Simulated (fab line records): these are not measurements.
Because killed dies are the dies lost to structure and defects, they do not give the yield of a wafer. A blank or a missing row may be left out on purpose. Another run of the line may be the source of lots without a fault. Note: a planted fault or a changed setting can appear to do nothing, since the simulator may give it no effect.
Which tool did it? ; flow gf180mcu ; 12 lots with 36 wafers sampled at 3 steps, on a route of 602 steps

WHAT THE GAUGES SHOWED, per wafer
GF_V2_BOW_MEAS_05.
lot;measured;on;V2_BOW (um)
L075;day 19 07:57;filmMetro-03;98 103 93
L077;day 20 00:41;filmMetro-01;101 114 103
L079;day 20 22:47;filmMetro-01;99 94 96
L081;day 22 02:46;filmMetro-03;110 99 106
L083;day 22 18:24;filmMetro-03;93 100 89
L085;day 23 10:17;filmMetro-01;93 93 104
L087;day 23 22:05;filmMetro-03;103 109 118
L089;day 24 14:59;filmMetro-04;102 82 93
L091;day 25 05:41;filmMetro-04;94 98 97
L093;day 26 00:36;filmMetro-04;107 110 94
L095;day 26 19:13;filmMetro-04;99 92 103
L097;day 27 06:31;filmMetro-03;106 106 109

TOOL THAT RAN EACH LOT (tool first, then ch and the chambers of the sampled wafers, then the start)
lot;GF_NWELL_STRIP_10;GF_M2_SPUTTER_00
L075;plasmaAsher-01 ch 0,1, day 3 14:16;pvdSputter-03, day 18 07:04
L077;plasmaAsher-04 ch 0,1, day 3 22:52;pvdSputter-02, day 18 22:21
L079;plasmaAsher-03 ch 0,1, day 4 10:53;pvdSputter-02, day 19 20:19
L081;plasmaAsher-01 ch 0,1, day 5 02:31;pvdSputter-03, day 21 01:06
L083;plasmaAsher-04 ch 0,1, day 5 12:11;pvdSputter-03, day 21 17:37
L085;plasmaAsher-03 ch 0,1, day 6 00:53;pvdSputter-02, day 22 09:42
L087;plasmaAsher-03 ch 0,1, day 6 10:41;pvdSputter-03, day 22 21:32
L089;plasmaAsher-01 ch 0,1, day 6 19:46;pvdSputter-03, day 23 15:35
L091;plasmaAsher-03 ch 0,1, day 7 05:01;pvdSputter-03, day 24 06:17
L093;plasmaAsher-01 ch 0,1, day 7 15:31;pvdSputter-03, day 25 01:55
L095;plasmaAsher-01 ch 0,1, day 8 05:04;pvdSputter-03, day 25 21:17
L097;plasmaAsher-04 ch 0,1, day 8 14:38;pvdSputter-03, day 26 08:40
- GF_NWELL_STRIP_10: strips in O2/N2.
- GF_M2_SPUTTER_00: material Ti, target thk 37.5 nm, time 150 s.

THE ANSWER, worked out from the rows above alone
Rule: what is usual is taken from the lots themselves. Put in order of their means at a reading, lots are off if they are a third of the lots or fewer, leave a main group of 4 or more, and stand apart from it by a gap of 3 or more times the standard deviation of the main group's means; of several such gaps the widest counts. If all means in a main group match to the digits the tables above print for the reading, that group is not used. A lot without any number at a reading at which 4 lots or more have one is off too. Any other lot the step has rows for is counted as sound.
Across all readings shown, no lot is off: no conclusion can be drawn from this.

WHAT HAD BEEN PUT IN BY THE SIMULATOR
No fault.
